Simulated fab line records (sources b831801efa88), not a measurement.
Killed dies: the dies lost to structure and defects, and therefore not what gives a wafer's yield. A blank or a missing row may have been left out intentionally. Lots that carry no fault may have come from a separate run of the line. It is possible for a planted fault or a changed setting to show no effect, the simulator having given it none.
Which tool is to blame? ; flow sky130 ; Sampling: 14 lots, 42 wafers, 4 of 708 route steps

WHAT THE GAUGES SHOWED, per wafer
SKY_SONOS_ONO_OVL_MEAS_14. Usual: SONOS_ONO_OVL 1.1 nm, standard deviation 1.5.
lot;measured;on;SONOS_ONO_OVL (nm);flag
L841;day 12 18:04;overlay-01;-0.2 0.8 0.1;
L842;day 13 00:44;overlay-01;1.1 1.6 0.9;
L844;day 14 07:23;overlay-02;2.9 1.4 -0.2;
L845;day 14 12:38;overlay-01;-1.0 -2.1 -1.0;
L846;day 14 18:28;overlay-01;1.4 0.4 2.6;
L848;day 15 10:19;overlay-01;0.8 2.2 1.8;
L852;day 16 21:04;overlay-01;0.4 1.0 2.3;
L853;day 17 03:22;overlay-02;2.0 2.5 2.1;
L854;day 17 15:20;overlay-02;-1.3 -2.9 -1.8;
L856;day 18 05:52;overlay-02;1.5 -0.1 2.5;
L859;day 19 19:07;overlay-01;1.2 1.6 0.3;
L862;day 20 18:25;overlay-01;2.1 -0.9 1.0;
L863;day 20 21:58;overlay-01;2.2 1.6 1.7;
L864;day 21 09:34;overlay-02;0.2 1.5 4.7;

SKY_RES_PROTECT_TW_MEAS_08. Usual: POLY_GATE_TW 4017, standard deviation 34.
lot;measured;on;POLY_GATE_TW;flag
L841;day 15 07:20;film metro-03;3974 3961 3954;
L842;day 15 14:12;film metro-02;4046 4045 4052;
L844;day 16 21:52;film metro-03;3960 3963 3970;
L845;day 17 05:37;film metro-02;4017 4056 4043;
L846;day 17 10:38;film metro-04;4041 4049 4049;
L848;day 18 04:41;film metro-03;3972 3968 3972;
L852;day 19 18:56;film metro-03;3986 3975 3980;
L853;day 20 01:06;film metro-04;4043 4020 4017;
L854;day 20 13:28;film metro-04;4063 4044 4064;
L856;day 21 04:23;film metro-02;3994 4013 4006;
L859;day 22 21:13;film metro-02;4019 4039 4059;
L862;day 23 18:03;film metro-02;4018 4040 4040;
L863;day 23 21:12;film metro-03;3982 3983 4003;
L864;day 24 08:11;film metro-03;3987 3990 3971;

SKY_POLY_GATE_CD_MEAS_13 targets a cd of 150 nm. Usual: cd nm at 150.0 nm, with a standard deviation of 1.2.
lot;measured;on;cd nm (nm);flag
L841;day 16 15:50;cd sem-01;150.4 149.8 151.5;
L842;day 16 21:19;cd sem-02;151.8 150.7 151.1;
L844;day 18 06:35;cd sem-01;149.1 149.7 149.6;
L845;day 18 14:13;cd sem-02;152.1 150.8 151.0;
L846;day 18 19:02;cd sem-01;150.9 151.1 150.3;
L848;day 19 15:02;cd sem-01;150.1 149.8 150.8;
L852;day 21 05:45;cd sem-02;148.5 149.7 151.6;
L853;day 21 11:07;cd sem-02;148.0 147.3 148.9;
L854;day 21 23:22;cd sem-02;149.1 150.3 149.3;
L856;day 22 14:18;cd sem-02;148.1 149.6 148.1;
L859;day 24 08:58;cd sem-01;150.6 150.7 150.8;
L862;day 25 03:49;cd sem-02;148.7 149.0 149.1;
L863;day 25 07:22;cd sem-02;151.8 152.2 150.7;
L864;day 25 18:11;cd sem-02;147.6 148.3 148.7;

EACH LOT AND THE TOOL THAT RAN IT (in order: tool; ch and the chambers of the sampled wafers; start)
lot;SKY_RES_PROTECT_DEHYDRATE_00
L841;litho track-03 ch 0, day 14 16:32
L842;litho track-02 ch 0, day 14 22:58
L844;litho track-03 ch 0, day 16 06:20
L845;litho track-03 ch 0, day 16 14:01
L846;litho track-04 ch 0, day 16 18:47
L848;litho track-03 ch 0, day 17 12:23
L852;litho track-02 ch 0, day 19 01:29
L853;litho track-04 ch 0, day 19 08:22
L854;litho track-04 ch 0, day 19 19:58
L856;litho track-04 ch 0, day 20 11:02
L859;litho track-03 ch 0, day 22 04:37
L862;litho track-04 ch 0, day 23 00:10
L863;litho track-04 ch 0, day 23 04:10
L864;litho track-04 ch 0, day 23 15:47
- SKY_RES_PROTECT_DEHYDRATE_00: time 60 s.

WHAT THE TOOLS THEMSELVES READ (means of the sampled wafers that have a number; where no wafer has one, the mark that the record gives instead)
SKY_RES_PROTECT_DEHYDRATE_00. Usual: heater power total W 160.38 W, standard deviation 0.12; plate temp C 200.01 C, standard deviation 0.17.
lot;tool;heater power total W (W);plate temp C (C);flag
L841;litho track-03;160.37;200.11;
L842;litho track-02;160.36;200.07;
L844;litho track-03;160.39;200.05;
L845;litho track-03;160.36;199.91;
L846;litho track-04;160.45;200.01;
L848;litho track-03;160.37;199.99;
L852;litho track-02;160.41;199.94;
L853;litho track-04;160.54;199.81;
L854;litho track-04;165.47;204.96;OFF
L856;litho track-04;165.21;204.81;OFF
L859;litho track-03;160.41;199.97;
L862;litho track-04;160.24;199.73;
L863;litho track-04;160.38;200.10;
L864;litho track-04;160.35;199.71;

THE ANSWER, worked out from the rows above alone
Rule: a lot is off if the mean of its wafers that have a number lies more than 3 standard deviations from the usual mean. A lot without any number at a reading at which 4 lots or more have one is off too. All remaining lots with rows at the step are treated as sound. Order of review: gauges by route order, followed by the tools' own readings, for which a lot's mean as printed above is used. At the first step where some lot is off, the reading lying furthest off is the one used; lots without a number count as furthest.
Off: L854, L856 (SKY_RES_PROTECT_DEHYDRATE_00, heater power total W).
If a tool, at that step or one of the process steps before it, ran each lot that is off and ran no sound lot following the first of them, it fits. Of those tried, none fits.

WHAT THE SIMULATOR PUT IN
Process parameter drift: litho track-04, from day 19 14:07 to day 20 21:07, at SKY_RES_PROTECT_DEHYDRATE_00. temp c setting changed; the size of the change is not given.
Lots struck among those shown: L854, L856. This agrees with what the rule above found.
